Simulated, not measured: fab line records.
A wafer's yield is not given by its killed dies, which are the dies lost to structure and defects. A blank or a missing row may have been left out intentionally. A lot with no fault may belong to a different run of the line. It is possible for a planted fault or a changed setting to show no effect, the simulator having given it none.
Which tool is to blame? / flow gf180mcu / 12 lots with 36 wafers sampled at 3 steps, on a route of 602 steps

== WHAT THE GAUGES SHOWED, per wafer ==
GF_MIM_THK_MEAS_11: measures by xrf. Usual: MIM_ALCU_THK typically reads 199 nm, with standard deviation 3.3.
lot=L660; measured=day 25 01:42; on=film-metro-04; MIM_ALCU_THK (nm)=205 196 195; flag=
lot=L661; measured=day 25 13:50; on=film-metro-02; MIM_ALCU_THK (nm)=194 196 192; flag=
lot=L662; measured=day 25 17:44; on=film-metro-02; MIM_ALCU_THK (nm)=196 191 197; flag=
lot=L664; measured=day 26 02:17; on=film-metro-02; MIM_ALCU_THK (nm)=206 197 198; flag=
lot=L665; measured=day 26 16:14; on=film-metro-02; MIM_ALCU_THK (nm)=198 195 199; flag=
lot=L667; measured=day 27 08:03; on=film-metro-04; MIM_ALCU_THK (nm)=196 196 197; flag=
lot=L669; measured=day 27 19:43; on=film-metro-02; MIM_ALCU_THK (nm)=195 191 194; flag=
lot=L671; measured=day 28 13:38; on=film-metro-01; MIM_ALCU_THK (nm)=201 198 198; flag=
lot=L672; measured=day 28 17:25; on=film-metro-04; MIM_ALCU_THK (nm)=198 196 197; flag=
lot=L673; measured=day 29 01:54; on=film-metro-01; MIM_ALCU_THK (nm)=197 201 197; flag=
lot=L674; measured=day 29 07:55; on=film-metro-04; MIM_ALCU_THK (nm)=197 198 197; flag=
lot=L676; measured=day 29 21:01; on=film-metro-02; MIM_ALCU_THK (nm)=195 198 198; flag=

== WHAT TOOL EACH LOT RAN ON (gives the tool, then ch and the chambers of the sampled wafers, and finally the start) ==
lot=L660; GF_V4_STRIP_18=plasma-asher-02 ch 0,1, day 24 23:56; GF_V4_SPUTTER_22=pvd-sputter-02, day 25 00:32
lot=L661; GF_V4_STRIP_18=plasma-asher-01 ch 0,1, day 25 12:05; GF_V4_SPUTTER_22=pvd-sputter-04, day 25 12:41
lot=L662; GF_V4_STRIP_18=plasma-asher-04 ch 0, day 25 15:56; GF_V4_SPUTTER_22=pvd-sputter-03, day 25 16:34
lot=L664; GF_V4_STRIP_18=plasma-asher-04 ch 0,1, day 26 00:31; GF_V4_SPUTTER_22=pvd-sputter-03, day 26 01:05
lot=L665; GF_V4_STRIP_18=plasma-asher-02 ch 0,1, day 26 14:26; GF_V4_SPUTTER_22=pvd-sputter-04, day 26 15:04
lot=L667; GF_V4_STRIP_18=plasma-asher-02 ch 0,1, day 27 06:14; GF_V4_SPUTTER_22=pvd-sputter-04, day 27 06:52
lot=L669; GF_V4_STRIP_18=plasma-asher-01 ch 0,1, day 27 17:53; GF_V4_SPUTTER_22=pvd-sputter-04, day 27 18:34
lot=L671; GF_V4_STRIP_18=plasma-asher-01 ch 0,1, day 28 11:53; GF_V4_SPUTTER_22=pvd-sputter-02, day 28 12:29
lot=L672; GF_V4_STRIP_18=plasma-asher-04 ch 0, day 28 15:38; GF_V4_SPUTTER_22=pvd-sputter-03, day 28 16:14
lot=L673; GF_V4_STRIP_18=plasma-asher-02 ch 1, day 29 00:08; GF_V4_SPUTTER_22=pvd-sputter-02, day 29 00:44
lot=L674; GF_V4_STRIP_18=plasma-asher-02 ch 0,1, day 29 06:10; GF_V4_SPUTTER_22=pvd-sputter-03, day 29 06:44
lot=L676; GF_V4_STRIP_18=plasma-asher-02 ch 0, day 29 19:15; GF_V4_SPUTTER_22=pvd-sputter-04, day 29 19:51
- GF_V4_STRIP_18: strips in O2/N2.
- GF_V4_SPUTTER_22: material TiN, target thk 10 nm, time 40 s.

== WHAT THE TOOLS THEMSELVES READ (means of the sampled wafers that have a number; where no wafer has one, the mark that the record gives instead) ==
GF_V4_STRIP_18. Usual: drypump-motor-current-A 5.8 A, standard deviation 0.49; heater-power-w 339 W, standard deviation 11; oes-product-au 0.594 a.u., standard deviation 0.0049.
lot=L660; tool=plasma-asher-02; drypump-motor-current-A (A)=5.7; heater-power-w (W)=356; oes-product-au (a.u.)=0.592; flag=
lot=L661; tool=plasma-asher-01; drypump-motor-current-A (A)=5.4; heater-power-w (W)=327; oes-product-au (a.u.)=0.595; flag=
lot=L662; tool=plasma-asher-04; drypump-motor-current-A (A)=6.0; heater-power-w (W)=330; oes-product-au (a.u.)=0.596; flag=
lot=L664; tool=plasma-asher-04; drypump-motor-current-A (A)=6.2; heater-power-w (W)=332; oes-product-au (a.u.)=0.598; flag=
lot=L665; tool=plasma-asher-02; drypump-motor-current-A (A)=5.7; heater-power-w (W)=354; oes-product-au (a.u.)=0.594; flag=
lot=L667; tool=plasma-asher-02; drypump-motor-current-A (A)=6.1; heater-power-w (W)=353; oes-product-au (a.u.)=0.591; flag=
lot=L669; tool=plasma-asher-01; drypump-motor-current-A (A)=5.5; heater-power-w (W)=328; oes-product-au (a.u.)=0.593; flag=
lot=L671; tool=plasma-asher-01; drypump-motor-current-A (A)=5.5; heater-power-w (W)=331; oes-product-au (a.u.)=0.594; flag=
lot=L672; tool=plasma-asher-04; drypump-motor-current-A (A)=6.0; heater-power-w (W)=324; oes-product-au (a.u.)=0.592; flag=
lot=L673; tool=plasma-asher-02; drypump-motor-current-A (A)=6.4; heater-power-w (W)=347; oes-product-au (a.u.)=0.597; flag=
lot=L674; tool=plasma-asher-02; drypump-motor-current-A (A)=6.1; heater-power-w (W)=352; oes-product-au (a.u.)=0.594; flag=
lot=L676; tool=plasma-asher-02; drypump-motor-current-A (A)=5.4; heater-power-w (W)=350; oes-product-au (a.u.)=0.596; flag=

GF_V4_SPUTTER_22. Usual: throttle-valve-pct reads 30.0 % (standard deviation 0.81).
lot=L660; tool=pvd-sputter-02; throttle-valve-pct (%)=29.1; flag=
lot=L661; tool=pvd-sputter-04; throttle-valve-pct (%)=30.2; flag=
lot=L662; tool=pvd-sputter-03; throttle-valve-pct (%)=30.6; flag=
lot=L664; tool=pvd-sputter-03; throttle-valve-pct (%)=30.4; flag=
lot=L665; tool=pvd-sputter-04; throttle-valve-pct (%)=29.8; flag=
lot=L667; tool=pvd-sputter-04; throttle-valve-pct (%)=30.3; flag=
lot=L669; tool=pvd-sputter-04; throttle-valve-pct (%)=29.8; flag=
lot=L671; tool=pvd-sputter-02; throttle-valve-pct (%)=29.1; flag=
lot=L672; tool=pvd-sputter-03; throttle-valve-pct (%)=31.1; flag=
lot=L673; tool=pvd-sputter-02; throttle-valve-pct (%)=29.8; flag=
lot=L674; tool=pvd-sputter-03; throttle-valve-pct (%)=31.3; flag=
lot=L676; tool=pvd-sputter-04; throttle-valve-pct (%)=29.9; flag=

== THE ANSWER, worked out from the rows above alone ==
Rule: a lot counts as off when the mean over its wafers that have a number is more than 3 standard deviations away from the usual mean. Also off: a lot with no number at a reading for which 4 or more lots have one. Any other lot the step has rows for is counted as sound. After the gauges, taken in route order, come the tools' own readings; for these a lot's mean is taken, as printed above. The first step at which some lot is off is used, and at that step the reading that is off furthest; a lot without a number counts as furthest.
No lot is off on any of the readings shown, so nothing can be concluded from this.

== WHAT THE SIMULATOR HAD PUT IN ==
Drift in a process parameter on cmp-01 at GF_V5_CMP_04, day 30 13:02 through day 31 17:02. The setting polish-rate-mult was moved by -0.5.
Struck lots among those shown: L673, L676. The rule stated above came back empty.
